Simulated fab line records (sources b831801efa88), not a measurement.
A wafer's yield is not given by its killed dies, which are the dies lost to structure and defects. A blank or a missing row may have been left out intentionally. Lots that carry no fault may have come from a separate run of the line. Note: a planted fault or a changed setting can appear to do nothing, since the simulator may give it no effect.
What tool caused it? ; flow gf180mcu ; 11 lots, 33 wafers sampled, at 2 steps of a route of 602

== WHAT EACH GAUGE READ, for each wafer ==
GF_V2_RS_MEAS_24: a four-point-probe measurement.
lot;measured;on;V2_W_RS (ohm/sq)
L175;day 22 13:38;film metro-02;0.329 0.331 0.328
L176;day 22 18:41;film metro-01;0.330 0.328 0.331
L178;day 23 19:52;film metro-04;0.325 0.323 0.326
L179;day 24 02:10;film metro-01;0.324 0.327 0.323
L180;day 24 08:27;film metro-02;0.314 0.325 0.318
L181;day 24 19:52;film metro-01;0.327 0.325 0.344 0.327 0.324 0.343
L182;day 24 21:36;film metro-01;0.347 0.346 0.326 0.347 0.346 0.326
L183;day 25 01:34;film metro-02;0.323 0.330 0.343
L191;day 27 20:19;film metro-04;0.314 0.327 0.314
L192;day 27 21:32;film metro-02;0.317 0.327 0.318
L193;day 28 15:23;film metro-02;0.317 0.314 0.327

== EACH LOT AND THE TOOL THAT RAN IT (in order: tool; ch and the chambers of the sampled wafers; start) ==
lot;GF_V2_CVD_23
L175;cvd w-02 ch 0,1, day 22 13:31
L176;cvd w-02 ch 0,1, day 22 18:35
L178;cvd w-01 ch 1, day 23 19:40
L179;cvd w-01 ch 1, day 24 01:58
L180;cvd w-01 ch 0,1, day 24 08:20
L181;cvd w-01 ch 0,1, day 24 19:46
L182;cvd w-01 ch 0,1, day 24 21:29
L183;cvd w-01 ch 0,1, day 25 01:27
L191;cvd w-01 ch 0,1, day 27 20:11
L192;cvd w-01 ch 0,1, day 27 21:26
L193;cvd w-01 ch 0,1, day 28 15:16
- GF_V2_CVD_23: deposits W, target thk 350 nm, time 104.94 s.

== THE ANSWER, worked out from the rows above alone ==
Rule: the lots themselves supply what counts as usual. The widest of any qualifying gaps counts: lots, ordered by their means at a reading, are off when they make up no more than a third of the lots, leave a main group of 4 or more, and stand apart from it by 3 or more times the standard deviation of that group's means. A main group is skipped when, at the precision printed for the reading in the tables above, its means are all equal. A lot without any number at a reading at which 4 lots or more have one is off too. Where the step has rows for the other lots, those lots are counted as sound.
Across all readings shown, no lot is off: no conclusion can be drawn from this.

== WHAT WAS PUT IN BY THE SIMULATOR ==
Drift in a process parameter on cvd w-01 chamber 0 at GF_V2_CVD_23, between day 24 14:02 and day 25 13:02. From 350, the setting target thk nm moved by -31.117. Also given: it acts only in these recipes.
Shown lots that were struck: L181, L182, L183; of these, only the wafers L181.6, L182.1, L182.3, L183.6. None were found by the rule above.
